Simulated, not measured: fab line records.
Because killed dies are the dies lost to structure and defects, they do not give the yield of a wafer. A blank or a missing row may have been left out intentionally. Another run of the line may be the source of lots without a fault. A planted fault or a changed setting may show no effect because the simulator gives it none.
Which tool did it? + flow sky130 + 6 lots, 18 wafers sampled, at 1 step of a route of 708

== WHAT THE GAUGES SHOWED, per wafer ==
SKY_POLY_GATE_THK_MEAS_01.
| lot  | measured     | on            | POLY_GATE_CVD_00_THK (nm) |
|------|--------------|---------------|---------------------------|
| L532 | day 15 16:19 | film-metro-02 | 180.0 182.3 182.0         |
| L534 | day 15 16:19 | film-metro-01 | 178.3 180.7 179.9         |
| L536 | day 17 02:35 | film-metro-04 | 179.5 181.4 182.2         |
| L539 | day 18 02:38 | film-metro-01 | 180.4 180.6 180.2         |
| L540 | day 18 05:05 | film-metro-04 | 180.1 181.6 181.8         |
| L542 | day 19 07:57 | film-metro-02 | 181.5 180.4 179.8         |

== WHICH TOOL RAN EACH LOT (tool, then ch and the chambers of the sampled wafers, then the start) ==
Record: no process step prior to these readings.

== THE ANSWER, worked out from the rows above alone ==
Rule: usual is defined by the lots themselves. The widest of any qualifying gaps counts: lots, ordered by their means at a reading, are off when they make up no more than a third of the lots, leave a main group of 4 or more, and stand apart from it by 3 or more times the standard deviation of that group's means. The tables above print the reading to a certain number of digits; a main group whose means all agree to those digits is not used. Also off: a lot with no number at a reading for which 4 or more lots have one. Where the step has rows for the other lots, those lots are counted as sound.
None of the lots is off at any reading shown; this tells nothing.

== WHAT THE SIMULATOR HAD INSERTED ==
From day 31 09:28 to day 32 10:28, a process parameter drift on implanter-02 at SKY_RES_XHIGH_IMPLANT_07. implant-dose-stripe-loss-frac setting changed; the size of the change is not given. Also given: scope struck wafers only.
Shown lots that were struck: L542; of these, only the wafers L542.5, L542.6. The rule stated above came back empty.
